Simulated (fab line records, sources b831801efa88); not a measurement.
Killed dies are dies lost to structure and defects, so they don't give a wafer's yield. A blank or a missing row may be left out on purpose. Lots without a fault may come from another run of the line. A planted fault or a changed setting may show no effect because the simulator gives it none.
Which tool did it? | flow sky130 | 11 lots, 33 wafers sampled, at 5 steps of a route of 708

WHAT THE GAUGES READ, wafer by wafer
The record holds no reading of a measuring or inspecting step that can be judged against a usual standard deviation.

WHICH TOOL RAN EACH LOT (tool, then ch and the chambers of the sampled wafers, then the start)
lot  | SKY_FIELD_ISO_COAT_07            | SKY_FIELD_ISO_ETCH_14             | SKY_POLY_CUT_ETCH_10               | SKY_VIA1_CMP_02               | SKY_VIA1_ETCH_15
L638 | litho_track-04 ch 0, day 2 02:51 | rie_diel-01 ch 0,1,3, day 2 10:23 | rie_diel-02 ch 0,1,3, day 25 15:48 | cmp-01 ch 0,1,2, day 34 08:55 | rie_diel-02 ch 0,1,3, day 35 12:50
L639 | litho_track-04 ch 0, day 2 10:33 | rie_diel-04 ch 1,2, day 2 19:01   | rie_diel-04 ch 0,1,3, day 26 07:32 | cmp-01 ch 1,2, day 34 22:13   | rie_diel-04 ch 0,2,3, day 36 02:08
L640 | litho_track-02 ch 0, day 2 18:01 | rie_diel-02 ch 1,3, day 3 02:42   | rie_diel-02 ch 0,2, day 26 11:20   | cmp-01 ch 1,2, day 35 01:01   | rie_diel-03 ch 0,1,3, day 36 04:40
L641 | litho_track-01 ch 0, day 2 21:42 | rie_diel-02 ch 0,2,3, day 3 06:10 | rie_diel-01 ch 0,1, day 26 12:38   | cmp-02 ch 2,3, day 35 01:37   | rie_diel-02 ch 0,1,3, day 36 05:20
L643 | litho_track-02 ch 0, day 3 05:34 | rie_diel-04 ch 1,2,3, day 3 14:44 | rie_diel-02 ch 0,1,3, day 27 07:57 | cmp-01 ch 0,1,3, day 35 20:50 | rie_diel-04 ch 0,2,3, day 36 23:32
L645 | litho_track-02 ch 0, day 3 14:55 | rie_diel-02 ch 0,1,2, day 3 23:35 | rie_diel-01 ch 1,2,3, day 27 15:18 | cmp-01 ch 0,1,3, day 36 04:32 | rie_diel-03 ch 0,1,2, day 37 07:38
L650 | litho_track-01 ch 0, day 4 15:32 | rie_diel-04 ch 0,1,2, day 5 01:37 | rie_diel-01 ch 0,1,2, day 29 15:05 | cmp-02 ch 0,1,2, day 37 22:36 | rie_diel-02 ch 1,2,3, day 39 01:07
L651 | litho_track-01 ch 0, day 4 21:39 | rie_diel-02 ch 0,1,3, day 5 07:52 | rie_diel-04 ch 0,3, day 29 23:36   | cmp-01 ch 0,2,3, day 38 06:59 | rie_diel-04 ch 0,2,3, day 39 09:02
L652 | litho_track-04 ch 0, day 5 02:29 | rie_diel-02 ch 1,2, day 5 11:49   | rie_diel-04 ch 1,3, day 30 03:18   | cmp-01 ch 0,2, day 38 11:35   | rie_diel-02 ch 1,2,3, day 39 13:41
L659 | litho_track-01 ch 0, day 6 13:59 | rie_diel-02 ch 0,1,2, day 7 00:33 | rie_diel-02 ch 1,2,3, day 32 06:30 | cmp-01 ch 1,2,3, day 40 09:15 | rie_diel-02 ch 0,2,3, day 41 10:04
L660 | litho_track-01 ch 0, day 6 18:32 | rie_diel-04 ch 0,1,3, day 7 04:01 | rie_diel-04 ch 0,2,3, day 32 08:03 | cmp-01 ch 0,2, day 40 10:45   | rie_diel-02 ch 1,2, day 41 11:32
- SKY_FIELD_ISO_COAT_07: resist thk 60 nm.
- SKY_FIELD_ISO_ETCH_14: etches BARC in N2/H2, stops on SiO2, time 45.9 s, target depth 60 nm.
- SKY_POLY_CUT_ETCH_10: etches BARC in N2/H2, stops on SiO2, time 45.9 s, target depth 60 nm.
- SKY_VIA1_CMP_02: polishes SiO2.
- SKY_VIA1_ETCH_15: etches SiO2 in C4F8/O2/Ar, stops on TiN, target depth 351 nm, time 54 s.

WHAT THE TOOLS THEMSELVES READ (means of the sampled wafers that have a number; where no wafer has one, the mark that the record gives instead)
SKY_FIELD_ISO_ETCH_14. Usual: bias_w 99.99 W, standard deviation 0.29; drypump_motor_current_A 5.6 A, standard deviation 0.47; h2_flow_sccm 200.0 sccm, standard deviation 0.59; oes_product_au 0.854 a.u., standard deviation 0.0047; rf_fwd_power_W 495.3 W, standard deviation 2.1; throttle_valve_pct 13.225 %, standard deviation 0.0094.
lot  | tool        | bias_w (W) | drypump_motor_current_A (A) | h2_flow_sccm (sccm) | oes_product_au (a.u.) | rf_fwd_power_W (W) | throttle_valve_pct (%) | flag
L638 | rie_diel-01 | 100.15     | 6.0                         | 199.8               | 0.855                 | 495.9              | 13.224                 |
L639 | rie_diel-04 | 99.95      | 5.0                         | 200.6               | 0.853                 | 496.7              | 13.229                 |
L640 | rie_diel-02 | 99.84      | 5.2                         | 199.8               | 0.858                 | 496.0              | 13.227                 |
L641 | rie_diel-02 | 99.84      | 5.5                         | 199.4               | 0.856                 | 494.5              | 13.224                 |
L643 | rie_diel-04 | 100.03     | 5.4                         | 199.8               | 0.851                 | 493.4              | 13.227                 |
L645 | rie_diel-02 | 99.94      | 5.4                         | 199.7               | 0.845                 | 494.9              | 13.219                 |
L650 | rie_diel-04 | 99.99      | 5.5                         | 200.2               | 0.854                 | 495.2              | 13.221                 |
L651 | rie_diel-02 | 99.86      | 5.2                         | 200.7               | 0.847                 | 496.0              | 13.227                 |
L652 | rie_diel-02 | 100.00     | 5.3                         | 199.8               | 0.852                 | 495.1              | 13.222                 |
L659 | rie_diel-02 | 100.03     | 5.4                         | 199.8               | 0.855                 | 493.0              | 13.225                 |
L660 | rie_diel-04 | 99.95      | 5.7                         | 199.8               | 0.856                 | 494.9              | 13.226                 |

SKY_POLY_CUT_ETCH_10. Usual: bias_w 100.0 W, standard deviation 0.32; drypump_motor_current_A 5.6 A, standard deviation 0.47; h2_flow_sccm 200.0 sccm, standard deviation 0.57; oes_product_au 0.855 a.u., standard deviation 0.0049; rf_fwd_power_W 495.2 W, standard deviation 2.2; throttle_valve_pct 13.225 %, standard deviation 0.01.
lot  | tool        | bias_w (W) | drypump_motor_current_A (A) | h2_flow_sccm (sccm) | oes_product_au (a.u.) | rf_fwd_power_W (W) | throttle_valve_pct (%) | flag
L638 | rie_diel-02 | 100.1      | 5.2                         | 200.2               | 0.857                 | 495.6              | 13.234                 |
L639 | rie_diel-04 | 100.1      | 5.6                         | 200.3               | 0.853                 | 493.7              | 13.226                 |
L640 | rie_diel-02 | 99.9       | 5.7                         | 200.4               | 0.854                 | 494.3              | 13.217                 |
L641 | rie_diel-01 | 100.1      | 6.0                         | 200.3               | 0.857                 | 496.3              | 13.213                 |
L643 | rie_diel-02 | 100.0      | 5.2                         | 199.7               | 0.850                 | 495.8              | 13.219                 |
L645 | rie_diel-01 | 100.0      | 6.0                         | 200.0               | 0.856                 | 494.5              | 13.223                 |
L650 | rie_diel-01 | 99.9       | 6.0                         | 200.3               | 0.853                 | 494.6              | 13.222                 |
L651 | rie_diel-04 | 99.9       | 6.2                         | 200.1               | 0.857                 | 494.2              | 13.226                 |
L652 | rie_diel-04 | 100.0      | 5.5                         | 200.2               | 0.850                 | 493.6              | 13.223                 |
L659 | rie_diel-02 | 100.0      | 5.4                         | 199.9               | 0.855                 | 495.3              | 13.217                 |
L660 | rie_diel-04 | 100.1      | 5.9                         | 199.7               | 0.857                 | 496.9              | 13.218                 |

SKY_VIA1_CMP_02. Usual: motor_current_A 11.9 A, standard deviation 0.75; retaining_ring_pressure_frac 1.000, standard deviation 0.0051.
lot  | tool   | motor_current_A (A) | retaining_ring_pressure_frac | flag
L638 | cmp-01 | 12.1                | 0.998                        |
L639 | cmp-01 | 11.8                | 0.998                        |
L640 | cmp-01 | 11.5                | 0.999                        |
L641 | cmp-02 | 11.1                | 0.997                        |
L643 | cmp-01 | 12.0                | 1.004                        |
L645 | cmp-01 | 12.2                | 1.001                        |
L650 | cmp-02 | 12.0                | 1.000                        |
L651 | cmp-01 | 12.0                | 0.998                        |
L652 | cmp-01 | 11.8                | 1.001                        |
L659 | cmp-01 | 12.2                | 1.001                        |
L660 | cmp-01 | 11.9                | 1.003                        |

SKY_VIA1_ETCH_15. Usual: bias_w 1200 W, standard deviation 3.6; oes_product_au 0.983 a.u., standard deviation 0.006; rf_fwd_power_W 1486 W, standard deviation 7.2.
lot  | tool        | bias_w (W) | oes_product_au (a.u.) | rf_fwd_power_W (W) | flag
L638 | rie_diel-02 | 1200       | 0.980                 | 1486               |
L639 | rie_diel-04 | 1199       | 0.982                 | 1486               |
L640 | rie_diel-03 | 1202       | 0.982                 | 1482               |
L641 | rie_diel-02 | 1198       | 0.982                 | 1486               |
L643 | rie_diel-04 | 1198       | 0.983                 | 1488               |
L645 | rie_diel-03 | 1201       | 0.982                 | 1481               |
L650 | rie_diel-02 | 1202       | 0.985                 | 1492               |
L651 | rie_diel-04 | 1200       | 0.975                 | 1494               |
L652 | rie_diel-02 | 1197       | 0.985                 | 1493               |
L659 | rie_diel-02 | 1200       | 0.989                 | 1487               |
L660 | rie_diel-02 | 1203       | 0.982                 | 1488               |

THE ANSWER, worked out from the rows above alone
Rule: a lot is off if the mean of its wafers that have a number lies more than 3 standard deviations from the usual mean. A lot without any number at a reading at which 4 lots or more have one is off too. The other lots that the step has rows for count as sound. The gauges are gone through in route order, then the tools' own readings, and for those a lot's mean is taken as printed above. The first step at which some lot is off is used, and at that step the reading that is off furthest; a lot without a number counts as furthest.
No lot is off at any reading shown: from this, nothing can be told.

WHAT THE SIMULATOR HAD PUT IN
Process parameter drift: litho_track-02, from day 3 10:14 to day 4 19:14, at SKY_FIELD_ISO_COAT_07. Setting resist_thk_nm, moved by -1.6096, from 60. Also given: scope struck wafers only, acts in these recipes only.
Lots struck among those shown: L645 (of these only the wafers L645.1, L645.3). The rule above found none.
